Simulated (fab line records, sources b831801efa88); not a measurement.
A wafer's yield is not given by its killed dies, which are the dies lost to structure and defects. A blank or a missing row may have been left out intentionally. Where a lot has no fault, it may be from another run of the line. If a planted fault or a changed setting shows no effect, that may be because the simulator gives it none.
Comparing a struck lot with a sound one || flow sky130 || 15 out of 708 route steps
Sound: these wafers, L447.1, L447.4, L447.6. The struck wafers were L455.2, L455.3, L455.6. Last of all comes the cause.
Order at every step that has rows: each side's tool, ch and its chambers, its first start. Under that, the readings that differ: sound wafers || struck wafers || difference of the means || sigmas: that difference in standard deviations of wafers without a fault.
alike: same words and numbers on both sides, and readings whose means sit less than 2 such deviations apart. not compared: any withheld reading, any reading some wafer has no value for, any bound like >300 that may hide the same value, and any number with overlapping values for which the record gives no deviation.
Wherever a step has rows on one side only, a row that says differs or no value, or a row with sigmas, the two part there. When numbers do not overlap yet have no deviation, they are printed without sigmas and do not part them. A reading that every wafer of one side lacks parts them only if that side has two wafers or more.

SKY_NWELL_TW_MEAS_15:
  sound: film_metro-04 at day 4 19:14; struck: film_metro-04 at day 6 21:18
  alike: NWELL_TW
then, 7 steps without rows for these wafers: SKY_NWELL_DEHYDRATE_16 (time 60 s); SKY_NWELL_HMDS_17 (prime time 60 s); SKY_NWELL_COAT_18 (resist thk 3000 nm); SKY_NWELL_SOFTBAKE_19; SKY_NWELL_EXPOSE_20 (exposes mask NWM COMPLEMENT, target cd 840 nm); SKY_NWELL_PEB_21; SKY_NWELL_DEVELOP_22 (develop time 60 s).
SKY_NWELL_OVL_MEAS_23:
  sound: overlay-01 at day 5 12:59; struck: overlay-01 at day 7 17:05
  alike: NWELL_01_OVL
next, for these wafers, 1 step has no rows: SKY_NWELL_IMPLANT_24.
SKY_NWELL_STRIP_25: strips in O2/N2.
  sound on plasma_asher-03 ch 0,1, day 5 13:11; struck on plasma_asher-02 ch 0,1, day 7 17:38
  alike: drypump_motor_current_A, n2_flow_sccm, oes_product_au, strip_time_to_endpoint_s
  not compared: rf_hours_counter_h
SKY_NWELL_TW_MEAS_26:
  sound: film_metro-03 at day 5 13:17; struck: film_metro-03 at day 7 17:45
  alike: NWELL_2_TW
SKY_NWELL_CLEAN_27: cleans in SC1/SC2, time 150 s.
  sound on wet_bench-03 ch 0, day 5 13:20; struck on wet_bench-03 ch 3, day 7 17:48
{"reading": "bath_heat_duty_pct (%)", "sound": "13.1 12.3 13.4", "struck": "15.4 16.3 16.1", "difference": "+3.0", "sigmas": "+2"}
{"reading": "run_length_s (s)", "sound": "177 177 177", "struck": "85 85 85", "difference": -92, "sigmas": -25}
SKY_NWELL_RTA_28: time 30 s.
  sound on rtp_anneal-01 ch 0, day 5 13:23; struck on rtp_anneal-01 ch 0, day 7 17:52
  alike: lamp_power_pct, wafer_temp_C_max
-- the record jumps here: 41 days lie between the struck wafers' starts before and after (it left off in module NWELL and takes up again in module PAD_OPEN, whose first step shown is number 708 of the route) --
SKY_PAD_OPEN_PROBE_99:
  sound: prober-01 at day 46 03:34; struck: prober-01 at day 48 06:15
{"reading": "model.etest.cap_thick_oxide.gate_bv_v (V)", "sound": "16.2 15.99 15.79", "struck": "14.99 15.66 14.97", "difference": -0.79, "sigmas": ""}
  alike: killed_at_M0_to_M3, killed_at_M4_up, killed_at_contacts, killed_at_front_end, killed_at_other, killed_dies, killed_open, killed_short

## WHERE THEY PART
Only at SKY_NWELL_CLEAN_27, within this record. Later steps at which nothing parts them and some readings are alike: SKY_NWELL_RTA_28, SKY_PAD_OPEN_PROBE_99.

WHY: what the simulator had put in
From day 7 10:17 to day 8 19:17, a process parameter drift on wet_bench-03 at SKY_NWELL_CLEAN_27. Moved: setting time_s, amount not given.
